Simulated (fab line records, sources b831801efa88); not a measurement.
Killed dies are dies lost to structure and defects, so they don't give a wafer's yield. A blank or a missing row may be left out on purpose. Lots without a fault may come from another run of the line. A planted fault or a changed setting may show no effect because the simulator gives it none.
Which tool did it? | flow sky130 | 12 lots, 36 wafers sampled, at 2 steps of a route of 708

WHAT THE GAUGES READ, wafer by wafer
SKY_PWDE_OVL_MEAS_07.
lot  | measured    | on         | PWDE_OVL (nm)
L075 | day 4 03:13 | overlay-02 | -3.4 -0.1 -1.1
L077 | day 4 11:25 | overlay-02 | -1.1 -2.1 -1.2
L079 | day 4 22:02 | overlay-01 | 0.0 1.3 -0.3
L081 | day 5 18:20 | overlay-02 | -0.5 -0.9 1.5
L083 | day 6 00:49 | overlay-01 | -2.1 -0.7 0.2
L085 | day 6 09:37 | overlay-01 | -2.2 -0.3 -1.5
L087 | day 6 21:43 | overlay-01 | 1.3 0.1 -0.3
L089 | day 7 09:58 | overlay-02 | -1.1 -1.6 -2.0
L091 | day 7 16:34 | overlay-01 | 0.9 0.9 -0.3
L093 | day 8 08:40 | overlay-01 | -1.7 1.0 -0.7
L095 | day 9 05:13 | overlay-01 | 0.1 -0.1 2.2
L097 | day 9 12:32 | overlay-01 | -0.1 0.0 0.0

WHICH TOOL RAN EACH LOT (tool, then ch and the chambers of the sampled wafers, then the start)
lot  | SKY_FIELD_ISO_STRIP_16
L075 | plasma_asher-04 ch 0,1, day 2 10:26
L077 | plasma_asher-03 ch 0,1, day 2 21:17
L079 | plasma_asher-02 ch 0,1, day 3 06:17
L081 | plasma_asher-03 ch 0,1, day 3 16:58
L083 | plasma_asher-04 ch 0,1, day 4 03:05
L085 | plasma_asher-02 ch 0,1, day 4 15:20
L087 | plasma_asher-02 ch 0,1, day 4 23:38
L089 | plasma_asher-04 ch 0,1, day 5 11:29
L091 | plasma_asher-04 ch 0, day 5 21:20
L093 | plasma_asher-03 ch 0,1, day 6 07:23
L095 | plasma_asher-04 ch 0,1, day 6 17:56
L097 | plasma_asher-02 ch 0,1, day 7 03:37
- SKY_FIELD_ISO_STRIP_16: strips in O2/N2.

THE ANSWER, worked out from the rows above alone
Rule: what is usual is taken from the lots themselves. Put in order of their means at a reading, lots are off if they are a third of the lots or fewer, leave a main group of 4 or more, and stand apart from it by a gap of 3 or more times the standard deviation of the main group's means; of several such gaps the widest counts. A main group whose means are all the same, to the digits that the tables above print for the reading, isn't used. A lot without any number at a reading at which 4 lots or more have one is off too. The other lots that the step has rows for count as sound.
No lot is off at any reading shown: from this, nothing can be told.

WHAT THE SIMULATOR HAD PUT IN
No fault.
